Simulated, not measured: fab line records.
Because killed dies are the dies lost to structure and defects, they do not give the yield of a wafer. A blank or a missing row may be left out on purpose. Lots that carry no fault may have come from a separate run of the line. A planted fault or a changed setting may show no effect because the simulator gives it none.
The tool behind it: which one? :: flow sky130 :: 13 lots with 39 wafers sampled at 4 steps, on a route of 708 steps

== WHAT THE GAUGES READ, wafer by wafer ==
SKY_LDD_LDN_OVL_MEAS_07. Usual: LDD_LDN_OVL typically reads 0.0 nm, with standard deviation 1.4.
lot: L284
measured: day 22 16:38
on: overlay-02
LDD_LDN_OVL (nm): -0.5 -2.3 -0.9
flag: 

lot: L285
measured: day 23 04:01
on: overlay-02
LDD_LDN_OVL (nm): 2.0 2.7 2.6
flag: 

lot: L286
measured: day 24 03:19
on: overlay-01
LDD_LDN_OVL (nm): -1.0 -2.2 -2.7
flag: 

lot: L287
measured: day 24 13:41
on: overlay-01
LDD_LDN_OVL (nm): 0.5 2.2 0.4
flag: 

lot: L290
measured: day 25 09:13
on: overlay-02
LDD_LDN_OVL (nm): 1.2 -0.3 0.1
flag: 

lot: L291
measured: day 25 23:16
on: overlay-01
LDD_LDN_OVL (nm): -1.0 -3.0 -0.2
flag: 

lot: L292
measured: day 26 02:05
on: overlay-02
LDD_LDN_OVL (nm): -1.3 -2.1 -2.0
flag: 

lot: L293
measured: day 26 07:10
on: overlay-02
LDD_LDN_OVL (nm): 0.5 -0.9 -1.0
flag: 

lot: L294
measured: day 26 14:37
on: overlay-02
LDD_LDN_OVL (nm): 3.2 0.3 2.7
flag: 

lot: L296
measured: day 27 09:23
on: overlay-02
LDD_LDN_OVL (nm): -0.7 -2.2 -0.5
flag: 

lot: L298
measured: day 28 04:35
on: overlay-02
LDD_LDN_OVL (nm): 0.1 2.0 1.1
flag: 

lot: L305
measured: day 30 01:28
on: overlay-01
LDD_LDN_OVL (nm): 76.7 77.1 75.6
flag: OFF

lot: L306
measured: day 30 11:44
on: overlay-01
LDD_LDN_OVL (nm): 77.2 77.5 76.3
flag: OFF

SKY_SD_N_TW_MEAS_12. Usual: SD_N_TW typically reads 3973, with standard deviation 30.
lot: L284
measured: day 27 17:35
on: filmMetro-03
SD_N_TW: 3944 3929 3906
flag: 

lot: L285
measured: day 28 05:44
on: filmMetro-01
SD_N_TW: 3990 3992 3987
flag: 

lot: L286
measured: day 29 04:16
on: filmMetro-03
SD_N_TW: 3951 3951 3940
flag: 

lot: L287
measured: day 29 14:20
on: filmMetro-04
SD_N_TW: 4017 4011 3999
flag: 

lot: L290
measured: day 30 07:53
on: filmMetro-03
SD_N_TW: 3929 3939 3953
flag: 

lot: L291
measured: day 30 21:01
on: filmMetro-01
SD_N_TW: 3964 3982 3954
flag: 

lot: L292
measured: day 30 22:43
on: filmMetro-01
SD_N_TW: 3946 3947 3938
flag: 

lot: L293
measured: day 31 04:17
on: filmMetro-01
SD_N_TW: 4007 3991 3978
flag: 

lot: L294
measured: day 31 11:44
on: filmMetro-01
SD_N_TW: 4012 3981 3975
flag: 

lot: L296
measured: day 32 04:01
on: filmMetro-03
SD_N_TW: 3959 3945 3966
flag: 

lot: L298
measured: day 32 23:35
on: filmMetro-01
SD_N_TW: 4012 4010 4000
flag: 

lot: L305
measured: day 34 16:19
on: filmMetro-04
SD_N_TW: 3967 3984 3983
flag: 

lot: L306
measured: day 35 01:40
on: filmMetro-01
SD_N_TW: 4015 4032 4025
flag: 

SKY_LI_CONTACT_BOW_MEAS_03. Usual: LI_CONTACT_BOW typically reads 55 um, with standard deviation 6.2.
lot: L284
measured: day 27 18:45
on: filmMetro-01
LI_CONTACT_BOW (um): 56 55 52
flag: 

lot: L285
measured: day 28 06:53
on: filmMetro-04
LI_CONTACT_BOW (um): 69 57 45
flag: 

lot: L286
measured: day 29 05:23
on: filmMetro-01
LI_CONTACT_BOW (um): 55 55 53
flag: 

lot: L287
measured: day 29 15:29
on: filmMetro-01
LI_CONTACT_BOW (um): 57 47 51
flag: 

lot: L290
measured: day 30 09:04
on: filmMetro-03
LI_CONTACT_BOW (um): 53 50 55
flag: 

lot: L291
measured: day 30 22:10
on: filmMetro-03
LI_CONTACT_BOW (um): 62 55 60
flag: 

lot: L292
measured: day 30 23:51
on: filmMetro-04
LI_CONTACT_BOW (um): 56 47 59
flag: 

lot: L293
measured: day 31 05:26
on: filmMetro-04
LI_CONTACT_BOW (um): 56 63 54
flag: 

lot: L294
measured: day 31 12:52
on: filmMetro-01
LI_CONTACT_BOW (um): 47 60 49
flag: 

lot: L296
measured: day 32 05:10
on: filmMetro-01
LI_CONTACT_BOW (um): 55 51 54
flag: 

lot: L298
measured: day 33 00:43
on: filmMetro-04
LI_CONTACT_BOW (um): 50 61 55
flag: 

lot: L305
measured: day 34 17:27
on: filmMetro-01
LI_CONTACT_BOW (um): 58 51 61
flag: 

lot: L306
measured: day 35 02:47
on: filmMetro-03
LI_CONTACT_BOW (um): 64 56 60
flag: 

== EACH LOT AND THE TOOL THAT RAN IT (in order: tool; ch and the chambers of the sampled wafers; start) ==
lot: L284
SKY_LDD_LDN_EXPOSE_04: ilineStepper-01 ch 0, day 22 01:42

lot: L285
SKY_LDD_LDN_EXPOSE_04: ilineStepper-02 ch 0, day 22 12:21

lot: L286
SKY_LDD_LDN_EXPOSE_04: ilineStepper-02 ch 0, day 23 12:02

lot: L287
SKY_LDD_LDN_EXPOSE_04: ilineStepper-01 ch 0, day 23 23:11

lot: L290
SKY_LDD_LDN_EXPOSE_04: ilineStepper-02 ch 0, day 24 18:31

lot: L291
SKY_LDD_LDN_EXPOSE_04: ilineStepper-01 ch 0, day 25 08:04

lot: L292
SKY_LDD_LDN_EXPOSE_04: ilineStepper-02 ch 0, day 25 10:59

lot: L293
SKY_LDD_LDN_EXPOSE_04: ilineStepper-02 ch 0, day 25 17:11

lot: L294
SKY_LDD_LDN_EXPOSE_04: ilineStepper-02 ch 0, day 26 00:17

lot: L296
SKY_LDD_LDN_EXPOSE_04: ilineStepper-01 ch 0, day 26 19:02

lot: L298
SKY_LDD_LDN_EXPOSE_04: ilineStepper-02 ch 0, day 27 14:33

lot: L305
SKY_LDD_LDN_EXPOSE_04: ilineStepper-01 ch 0, day 29 12:12

lot: L306
SKY_LDD_LDN_EXPOSE_04: ilineStepper-01 ch 0, day 29 21:27
- SKY_LDD_LDN_EXPOSE_04: exposes mask LDNTM, target cd 700 nm.

== WHAT THE TOOLS THEMSELVES READ (means of the sampled wafers that have a number; where no wafer has one, the mark that the record gives instead) ==
The record holds no such reading with a usual standard deviation.

== THE ANSWER, worked out from the rows above alone ==
Rule: lot off if the mean of its wafers having a number is beyond 3 standard deviations from the usual mean. A lot without any number at a reading at which 4 lots or more have one is off too. The other lots that the step has rows for count as sound. The gauges are gone through in route order, then the tools' own readings, and for those a lot's mean is taken as printed above. The first step at which some lot is off is used, and at that step the reading that is off furthest; a lot without a number counts as furthest.
Off: at SKY_LDD_LDN_OVL_MEAS_07 (LDD_LDN_OVL), L305, L306.
If a tool, at a process step before that reading, ran all the lots that are off and no sound lot after the first of them, it fits. The gauges at SKY_LDD_LDN_OVL_MEAS_07 are tried like those tools. Can't be told from this: 2 tools fit, ilineStepper-01 at SKY_LDD_LDN_EXPOSE_04, overlay-01 at SKY_LDD_LDN_OVL_MEAS_07.

== WHAT THE SIMULATOR PUT IN ==
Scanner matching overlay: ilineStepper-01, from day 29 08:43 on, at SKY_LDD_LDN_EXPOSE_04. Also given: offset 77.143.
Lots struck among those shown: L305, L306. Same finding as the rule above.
